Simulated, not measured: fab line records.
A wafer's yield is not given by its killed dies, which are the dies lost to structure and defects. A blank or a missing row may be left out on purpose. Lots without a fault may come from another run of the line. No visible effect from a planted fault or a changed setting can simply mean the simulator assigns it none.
fab line records	flow sky130
record lots=7	wafers=21	last_day=50
route steps=708 shown POLY_CUT@307 SD_P@320
lots that met no fault: from a run of the same line without faults
start_h: hours from the record's opening day to when the first of the lot's shown wafers began	wait_h: hours since the lot's step before	" as in the row above	L1.1+2: a single row standing in for several wafers	- no value, or no start given	* or withheld: withheld	< > ~ a bound
route shown NAME@n: NAME is a module with steps in the file, n the number in the route of the first one	usual: the fault-free wafers' mean and standard deviation	same: alike in all rows	chamber/n: place in a boat	sites: each site's reading	_std_site: how widely they spread, as a standard deviation	_edge_site: outer sites' mean less inner sites'	radius_mm: how far each site lies from the wafer's centre	mask NAME#n: copy n	behind: tool/chamber where the wafer was last shaped	hold: the reason the lot was held/the length of the hold in hours/how it ended	device: whichever transistor did not switch (one of n, p or np)	end of line: the route-end tests of the same wafers	a step with no rows: only its recipe	killed: dies lost to structure and defects at the first sort, not the wafer's yield	map: a wafer's dies, marking killed ones x, the rest . and places with no die _
set.NAME: the setting the step ran with; set.NAME@STEP: the setting that earlier step ran with	model.NAME: the simulator's own value behind a step, which no gauge read
lots at selected steps of the route; one table per step, one row per wafer
services: from which hour (start_h, from the record's first day; less than 0 if before it) a tool's chamber was out of use, for how many hours, and why
## steps
# step SKY_POLY_CUT_DEHYDRATE_00
# recipe temp_c=200	time_s=60
# step SKY_POLY_CUT_HMDS_01
# recipe prime_time_s=60	prime_temp_c=120
# step SKY_POLY_CUT_COAT_02
# recipe resist=BARC	temp_c=withheld	time_s=withheld	spin_rpm=3000	resist_thk_nm=60
# step SKY_POLY_CUT_COAT_03
# recipe resist=KrF-thick	spin_rpm=3000	resist_thk_nm=450
# step SKY_POLY_CUT_SOFTBAKE_04
# recipe temp_c=100	time_s=90	resist=KrF-thick
# step SKY_POLY_CUT_EXPOSE_05
# recipe mask_id=NPCM	na=0.8	source_shape=annular	sigma_inner=0.55	sigma_outer=0.85	target_cd_nm=270	dose_mj=32
# step SKY_POLY_CUT_PEB_06
# recipe peb_temp_c=withheld	peb_time_s=withheld	resist=KrF-thick
# step SKY_POLY_CUT_DEVELOP_07
# recipe develop_time_s=60	resist=KrF-thick	dev_temp_c=21
# step SKY_POLY_CUT_CD_MEAS_08
# recipe target_cd_nm=270
# usual cd_nm=269.9/1.4
lot.wafer	tool	chamber	start_h	wait_h	cd_nm
L272.1	cd_sem-02	-	573.47	-	267.7
L272.2	"	-	"	"	269.2
L272.3	"	-	"	"	268.3
L279.3	cd_sem-02	-	646.11	-	270.7
L279.5	"	-	"	"	272.0
L279.6	"	-	"	"	271.0
L284.3	cd_sem-02	-	674.08	-	268.5
L284.4	"	-	"	"	266.7
L284.6	"	-	"	"	268.6
L285.1	cd_sem-01	-	684.34	-	271.1
L285.4	"	-	"	"	271.6
L285.5	"	-	"	"	270.4
L286.3	cd_sem-01	-	688.74	-	269.8
L286.4	"	-	"	"	270.7
L286.6	"	-	"	"	271.5
L289.1	cd_sem-01	-	714.20	-	271.2
L289.3	"	-	"	"	272.5
L289.6	"	-	"	"	271.6
L294.1	cd_sem-02	-	748.60	-	268.7
L294.3	"	-	"	"	269.4
L294.6	"	-	"	"	269.0
# step SKY_POLY_CUT_OVL_MEAS_09
# usual POLY_CUT_OVL=0/5.8
lot.wafer	tool	chamber	start_h	wait_h	POLY_CUT_OVL[nm]
L272.1	overlay-02	-	573.59	0.1	-2
L272.2	"	-	"	"	-7
L272.3	"	-	"	"	-4
L279.3	overlay-01	-	646.20	0.1	5
L279.5	"	-	"	"	3
L279.6	"	-	"	"	7
L284.3	overlay-01	-	674.18	0.1	-1
L284.4	"	-	"	"	0
L284.6	"	-	"	"	-1
L285.1	overlay-02	-	684.46	0.1	-4
L285.4	"	-	"	"	-4
L285.5	"	-	"	"	0
L286.3	overlay-01	-	688.83	0.1	-3
L286.4	"	-	"	"	3
L286.6	"	-	"	"	0
L289.1	overlay-02	-	714.32	0.1	4
L289.3	"	-	"	"	1
L289.6	"	-	"	"	5
L294.1	overlay-02	-	748.72	0.1	1
L294.3	"	-	"	"	3
L294.6	"	-	"	"	8
# step SKY_POLY_CUT_ETCH_10
# recipe chemistry=N2/H2	target=BARC	ion_energy_ev=200	source_w=500	bias_w=98.83	pressure_mtorr=30	n2_flow_sccm=100	h2_flow_sccm=200	stop_on=SiO2	time_s=45.9	target_depth_a=600
# usual bias_w=98.88/0.28	drypump_motor_current_A=5.5/0.39	oes_product_au=0.855/0.0046	rf_fwd_power_W=494.2/2.2	throttle_valve_pct=13.225/0.0087
lot.wafer	tool	chamber	start_h	wait_h	bias_w	drypump_motor_current_A	oes_product_au	rf_fwd_power_W	rf_hours_counter_h	throttle_valve_pct
L272.1	rie_diel-01	0	573.62	0.0	99.12	5.0	0.851	493.5	10	13.220
L272.2	"	3	"	"	98.39	5.3	0.858	493.5	29	13.228
L272.3	"	1	"	"	99.32	6.1	0.855	497.4	72	13.232
L279.3	rie_diel-04	1	646.22	0.0	98.96	6.2	0.853	494.5	53	13.225
L279.5	"	2	"	"	98.76	5.5	0.854	497.0	-	13.232
L279.6	"	3	"	"	99.16	5.4	0.851	493.6	-	13.228
L284.3	rie_diel-04	2	674.20	0.0	99.17	5.5	0.858	494.7	8	13.232
L284.4	"	0	"	"	99.21	4.9	0.861	495.9	0	13.212
L284.6	"	3	"	"	98.47	5.4	0.850	489.7	-	13.224
L285.1	rie_diel-03	1	684.50	0.0	99.09	5.2	0.857	495.4	3	13.231
L285.4	"	3	"	"	98.68	5.6	0.860	489.7	18	13.201
L285.5	"	2	"	"	98.62	5.9	0.859	495.5	-	13.217
L286.3	rie_diel-01	1	688.85	0.0	98.58	6.1	0.851	495.6	1	13.214
L286.4	"	2	"	"	98.84	5.2	0.861	494.3	25	13.221
L286.6	"	1	"	"	98.47	6.1	0.854	497.6	-	13.222
L289.1	rie_diel-04	3	714.35	0.0	98.71	5.4	0.852	491.3	5	13.223
L289.3	"	1	"	"	98.70	6.2	0.852	493.8	0	13.222
L289.6	"	0	"	"	98.53	4.9	0.853	495.6	-	13.227
L294.1	rie_diel-03	1	748.75	0.0	99.16	5.2	0.857	495.5	4	13.220
L294.3	"	2	"	"	98.99	5.8	0.855	497.5	4	13.214
L294.6	"	3	"	"	99.38	5.6	0.855	492.1	-	13.239
# step SKY_POLY_CUT_ETCH_11
# recipe target=Si3N4	chemistry=CF4/CH2F2/Ar	stop_on=poly-Si	source_w=600	bias_w=150	pressure_mtorr=40	cf4_flow_sccm=40	ch2f2_flow_sccm=20	Ar_flow_sccm=150	time_s=42.5	target_depth_a=600
# usual bias_w=149.9/0.41	cf4_flow_sccm=39.98/0.12	drypump_motor_current_A=5.5/0.39	mfc_ar_sccm=150.0/0.41	oes_product_au=0.830/0.0056	rf_fwd_power_W=592.8/2.6	throttle_valve_pct=14.993/0.009
lot.wafer	tool	chamber	start_h	wait_h	bias_w	cf4_flow_sccm	drypump_motor_current_A	mfc_ar_sccm	oes_product_au	rf_fwd_power_W	rf_hours_counter_h	throttle_valve_pct
L272.1	rie_diel-01	0	573.66	0.0	150.4	40.15	4.9	150.0	0.824	594.5	10	14.989
L272.2	"	3	"	"	149.3	39.87	5.3	149.9	0.834	593.5	29	14.987
L272.3	"	1	"	"	150.0	40.09	6.1	150.0	0.828	594.8	72	14.989
L279.3	rie_diel-04	1	646.26	0.0	150.4	40.03	6.2	150.1	0.829	593.0	53	14.997
L279.5	"	2	"	"	150.0	39.97	5.5	150.6	0.830	590.6	-	15.000
L279.6	"	3	"	"	150.4	39.81	5.4	149.9	0.832	588.8	-	14.999
L284.3	rie_diel-04	2	674.24	0.0	150.1	40.18	5.5	150.8	0.837	595.1	8	15.004
L284.4	"	0	"	"	149.9	39.91	4.9	149.6	0.828	593.6	0	14.973
L284.6	"	3	"	"	149.6	40.08	5.4	149.3	0.832	591.3	-	14.988
L285.1	rie_diel-03	1	684.54	0.0	149.6	39.71	5.2	150.2	0.830	591.5	3	14.994
L285.4	"	3	"	"	150.0	39.84	5.6	150.3	0.828	588.9	18	14.996
L285.5	"	2	"	"	149.3	40.10	5.8	149.6	0.824	597.3	-	14.996
L286.3	rie_diel-01	1	688.90	0.0	150.1	39.74	6.2	150.4	0.830	596.6	1	14.993
L286.4	"	2	"	"	149.1	40.01	5.2	150.1	0.828	586.1	25	14.985
L286.6	"	1	"	"	150.2	39.67	6.1	150.5	0.826	596.8	-	14.988
L289.1	rie_diel-04	3	714.40	0.0	150.5	39.83	5.4	150.3	0.830	588.6	5	14.985
L289.3	"	1	"	"	149.6	39.80	6.2	150.5	0.826	591.5	0	14.994
L289.6	"	0	"	"	150.8	39.99	4.9	150.0	0.826	594.7	-	14.996
L294.1	rie_diel-03	1	748.80	0.0	149.5	40.03	5.2	150.1	0.823	592.2	4	14.999
L294.3	"	2	"	"	150.7	39.88	5.8	150.5	0.825	592.3	4	14.984
L294.6	"	3	"	"	150.0	39.88	5.5	150.3	0.825	590.8	-	14.974
# step SKY_POLY_CUT_STRIP_12
# recipe chemistry=O2/N2	power_w=1400	pressure_mtorr=1500	platen_temp_c=withheld	o2_flow_sccm=3000	n2_flow_sccm=300	overash_fraction=0.5
# usual chamber_pressure_mTorr=1499.8/1.3	drypump_motor_current_A=5.9/0.3	oes_product_au=0.453/0.0052	strip_time_to_endpoint_s=5.352/0.018
lot.wafer	tool	chamber	start_h	wait_h	chamber_pressure_mTorr	drypump_motor_current_A	oes_product_au	rf_hours_counter_h	strip_time_to_endpoint_s	model.KrF-thick_of_POLY_CUT_COAT_03.thk_nm
L272.1	plasma_asher-04	0	573.70	0.0	1500.0	5.3	0.448	76	5.376	0
L272.2	"	1	"	"	1498.3	5.7	0.451	76	5.354	0
L272.3	"	0	"	"	1498.1	5.3	0.454	-	5.368	0
L279.3	plasma_asher-04	0	646.34	0.1	1498.2	5.3	0.450	-	5.341	0
L279.5	"	1	"	"	1499.5	5.7	0.455	-	5.353	0
L279.6	"	0	"	"	1500.7	5.3	0.449	-	5.356	0
L284.3	plasma_asher-04	0	674.32	0.1	-	-	-	-	-	408.5
L284.4	"	1	"	"	-	-	-	-	-	408.2
L284.6	"	0	"	"	-	-	-	-	-	408
L285.1	plasma_asher-03	1	684.58	0.0	-	-	-	-	-	404.6
L285.4	"	0	"	"	-	-	-	-	-	405.5
L285.5	"	0	"	"	-	-	-	-	-	405.2
L286.3	plasma_asher-02	1	688.97	0.1	-	-	-	-	-	406.4
L286.4	"	0	"	"	-	-	-	-	-	408
L286.6	"	1	"	"	-	-	-	-	-	407.6
L289.1	plasma_asher-04	1	714.44	0.0	1498.6	5.7	0.461	89	5.362	0
L289.3	"	0	"	"	1498.9	5.3	0.455	-	5.370	0
L289.6	"	1	"	"	1500.7	5.7	0.456	-	5.375	0
L294.1	plasma_asher-03	1	748.84	0.0	1500.0	6.1	0.453	1	5.352	0
L294.3	"	0	"	"	1499.2	5.9	0.454	-	5.383	0
L294.6	"	1	"	"	1499.0	6.1	0.464	-	5.373	0
# step SKY_SD_P_DEHYDRATE_00
# recipe temp_c=200	time_s=60
# step SKY_SD_P_HMDS_01
# recipe prime_time_s=60	prime_temp_c=120
# step SKY_SD_P_COAT_02
# recipe resist=NOVOLAK	spin_rpm=3000	resist_thk_nm=1140
# step SKY_SD_P_SOFTBAKE_03
# recipe temp_c=90	time_s=60	resist=NOVOLAK
# step SKY_SD_P_EXPOSE_04
# recipe mask_id=PSDM	na=0.6	source_shape=conventional	sigma_outer=0.6	polarization=unpolarized	target_cd_nm=380	dose_mj=138
# step SKY_SD_P_PEB_05
# recipe temp_c=withheld	time_s=*	resist=NOVOLAK
# step SKY_SD_P_DEVELOP_06
# recipe resist=NOVOLAK	developer=TMAH	develop_time_s=60	dev_temp_c=23
# step SKY_SD_P_CD_MEAS_07
# recipe target_cd_nm=380
# usual cd_nm=379.8/2.3
lot.wafer	tool	chamber	start_h	wait_h	cd_nm
L272.1	cd_sem-01	-	602.77	0.1	381.0
L272.2	"	-	"	"	380.3
L272.3	"	-	"	"	379.6
L279.3	cd_sem-02	-	675.32	0.1	379.8
L279.5	"	-	"	"	378.4
L279.6	"	-	"	"	380.2
L284.3	cd_sem-01	-	702.64	0.1	377.9
L284.4	"	-	"	"	375.5
L284.6	"	-	"	"	376.7
L285.1	cd_sem-02	-	712.82	0.1	377.1
L285.4	"	-	"	"	377.3
L285.5	"	-	"	"	379.5
L286.3	cd_sem-01	-	717.56	0.1	378.9
L286.4	"	-	"	"	379.6
L286.6	"	-	"	"	378.4
L289.1	cd_sem-02	-	741.72	0.1	379.6
L289.3	"	-	"	"	382.8
L289.6	"	-	"	"	381.2
L294.1	cd_sem-02	-	774.97	0.1	382.5
L294.3	"	-	"	"	385.0
L294.6	"	-	"	"	380.7
# step SKY_SD_P_OVL_MEAS_08
# usual SD_P_OVL=0.3/1.2
lot.wafer	tool	chamber	start_h	wait_h	SD_P_OVL[nm]
L272.1	overlay-01	-	602.89	0.1	3.7
L272.2	"	-	"	"	3.0
L272.3	"	-	"	"	2.9
L279.3	overlay-01	-	675.41	0.1	0.4
L279.5	"	-	"	"	0.7
L279.6	"	-	"	"	0.1
L284.3	overlay-01	-	702.73	0.1	1.4
L284.4	"	-	"	"	0.9
L284.6	"	-	"	"	0.1
L285.1	overlay-02	-	712.94	0.1	2.4
L285.4	"	-	"	"	2.2
L285.5	"	-	"	"	1.4
L286.3	overlay-02	-	717.65	0.1	1.5
L286.4	"	-	"	"	1.8
L286.6	"	-	"	"	0.9
L289.1	overlay-02	-	741.84	0.1	0.4
L289.3	"	-	"	"	-0.9
L289.6	"	-	"	"	-1.2
L294.1	overlay-01	-	775.09	0.1	2.2
L294.3	"	-	"	"	3.7
L294.6	"	-	"	"	1.3
# step SKY_SD_P_IMPLANT_09
# recipe species=BF2	energy_kev=20.27	dose_cm2=3e+15	tilt_deg=0
# step SKY_SD_P_STRIP_10
# recipe chemistry=O2/N2	power_w=1400	pressure_mtorr=1500	platen_temp_c=withheld	o2_flow_sccm=3000	n2_flow_sccm=300	overash_fraction=0.5
# usual chamber_pressure_mTorr=1500.1/1.3	drypump_motor_current_A=5.7/0.44	oes_product_au=0.616/0.0045	strip_time_to_endpoint_s=17.54/0.041
lot.wafer	tool	chamber	start_h	wait_h	chamber_pressure_mTorr	drypump_motor_current_A	oes_product_au	rf_hours_counter_h	strip_time_to_endpoint_s
L272.1	plasma_asher-02	0	603.07	0.1	1501.4	5.7	0.619	45	17.55
L272.2	"	1	"	"	1498.2	6.2	0.608	45	17.53
L272.3	"	0	"	"	1500.1	5.7	0.620	-	17.53
L279.3	plasma_asher-01	1	675.62	0.1	1498.1	5.1	0.613	-	17.58
L279.5	"	0	"	"	1501.6	6.3	0.618	-	17.63
L279.6	"	1	"	"	1500.2	5.1	0.614	-	17.55
L284.3	plasma_asher-01	1	702.94	0.1	1500.3	5.2	0.571	-	22.92
L284.4	"	0	"	"	1498.4	6.3	0.569	-	22.93
L284.6	"	1	"	"	1500.5	5.2	0.577	-	22.90
L285.1	plasma_asher-01	1	713.12	0.1	1501.0	5.1	0.572	28	22.92
L285.4	"	1	"	"	1500.7	5.2	0.576	-	22.98
L285.5	"	1	"	"	1497.5	5.2	0.577	-	22.91
L286.3	plasma_asher-04	0	717.85	0.1	1499.3	5.3	0.580	-	22.90
L286.4	"	1	"	"	1499.0	5.7	0.572	-	22.91
L286.6	"	1	"	"	1502.5	5.7	0.566	-	22.88
L289.1	plasma_asher-02	0	742.02	0.1	1496.9	5.7	0.616	59	17.49
L289.3	"	0	"	"	1497.8	5.7	0.628	-	17.46
L289.6	"	1	"	"	1503.3	6.2	0.612	-	17.46
L294.1	plasma_asher-02	0	775.27	0.1	1502.5	5.7	0.617	62	17.53
L294.3	"	1	"	"	1503.1	6.3	0.611	-	17.51
L294.6	"	0	"	"	1499.0	5.7	0.615	-	17.61
# step SKY_SD_P_TW_MEAS_11
# usual SD_P_TW=2820/41
lot.wafer	tool	chamber	start_h	wait_h	hold	SD_P_TW
L272.1	film_metro-01	-	603.17	0.1	-	2876
L272.2	"	-	"	"	-	2870
L272.3	"	-	"	"	-	2873
L279.3	film_metro-03	-	675.70	0.1	-	2791
L279.5	"	-	"	"	-	2767
L279.6	"	-	"	"	-	2763
L284.3	film_metro-03	-	703.02	0.1	await_dispo/0.2h/release	29
L284.4	"	-	"	"	await_dispo/0.2h/release	29
L284.6	"	-	"	"	await_dispo/0.2h/release	29
L284.3	film_metro-03	-	703.25	0.2	-	29
L284.4	"	-	"	"	-	29
L284.6	"	-	"	"	-	29
L285.1	film_metro-03	-	713.22	0.1	await_dispo/0.2h/release	30
L285.4	"	-	"	"	await_dispo/0.2h/release	29
L285.5	"	-	"	"	await_dispo/0.2h/release	29
L285.1	film_metro-03	-	713.45	0.2	-	29
L285.4	"	-	"	"	-	29
L285.5	"	-	"	"	-	29
L286.3	film_metro-03	-	717.94	0.1	await_dispo/0.2h/release	29
L286.4	"	-	"	"	await_dispo/0.2h/release	29
L286.6	"	-	"	"	await_dispo/0.2h/release	30
L286.3	film_metro-03	-	718.17	0.2	-	29
L286.4	"	-	"	"	-	29
L286.6	"	-	"	"	-	30
L289.1	film_metro-03	-	742.12	0.1	-	2759
L289.3	"	-	"	"	-	2774
L289.6	"	-	"	"	-	2763
L294.1	film_metro-01	-	775.37	0.1	-	2863
L294.3	"	-	"	"	-	2868
L294.6	"	-	"	"	-	2858
## services
tool	chamber	start_h	hours	kind
plasma_asher-02	-	551.50	1.8	repair
rie_diel-01	2	552.24	23.5	repair
rie_diel-01	1	562.32	5.9	repair
plasma_asher-02	-	568.99	3.5	repair
rie_diel-03	-	573.81	0.8	repair
rie_diel-01	1	575.39	8.5	repair
plasma_asher-04	-	615.03	3.9	repair
rie_diel-01	-	627.18	2.8	pm
plasma_asher-01	-	636.09	1.2	repair
rie_diel-04	0	640.92	-	clean
rie_diel-04	0	640.92	21.6	scheduled_down
plasma_asher-04	-	666.31	0.5	repair
rie_diel-01	0	672.63	13.6	repair
rie_diel-04	1	676.55	17.4	repair
rie_diel-03	1	678.69	3.0	repair
plasma_asher-01	-	698.82	3.3	repair
rie_diel-04	0	701.90	3.7	repair
rie_diel-01	-	712.34	0.4	repair
rie_diel-03	1	713.13	6.5	repair
plasma_asher-03	-	733.75	9.0	pm
rie_diel-04	1	734.56	3.8	repair
rie_diel-04	-	763.49	2.8	pm
rie_diel-04	2	771.16	26.9	repair
rie_diel-01	-	774.49	0.1	repair
## key
first_sign step=SKY_POLY_CUT_STRIP_12	reading=tool_record	direction=missing
effect step=SKY_SD_P_STRIP_10	reading=strip_time_to_endpoint_s	direction=up	sigmas=99+	usual=*	struck=*
effect step=SKY_SD_P_TW_MEAS_11	reading=visit	direction=added
effect step=SKY_SD_P_TW_MEAS_11	reading=SD_P_TW	direction=down	sigmas=67	usual=2820	struck=29
model_effect step=SKY_POLY_CUT_STRIP_12	value=KrF-thick_of_POLY_CUT_COAT_03.thk_nm	without=0	struck=406.9
met_at SKY_POLY_CUT_STRIP_12
struck_wafers L284.3,L284.4,L284.6,L285.1,L285.4,L285.5,L286.3,L286.4,L286.6
scrapped_behind SKY_SD_P_TW_MEAS_11 L284.3,L284.4,L284.6,L285.1,L285.4,L285.5,L286.3,L286.4,L286.6
onset_between 646.34 674.32
fault kind=skipped_step_whole	tool=plasma_asher-02,plasma_asher-03,plasma_asher-04	chamber=-	onset_h=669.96	steps=SKY_POLY_CUT_STRIP_12	scope=struck_lots_only
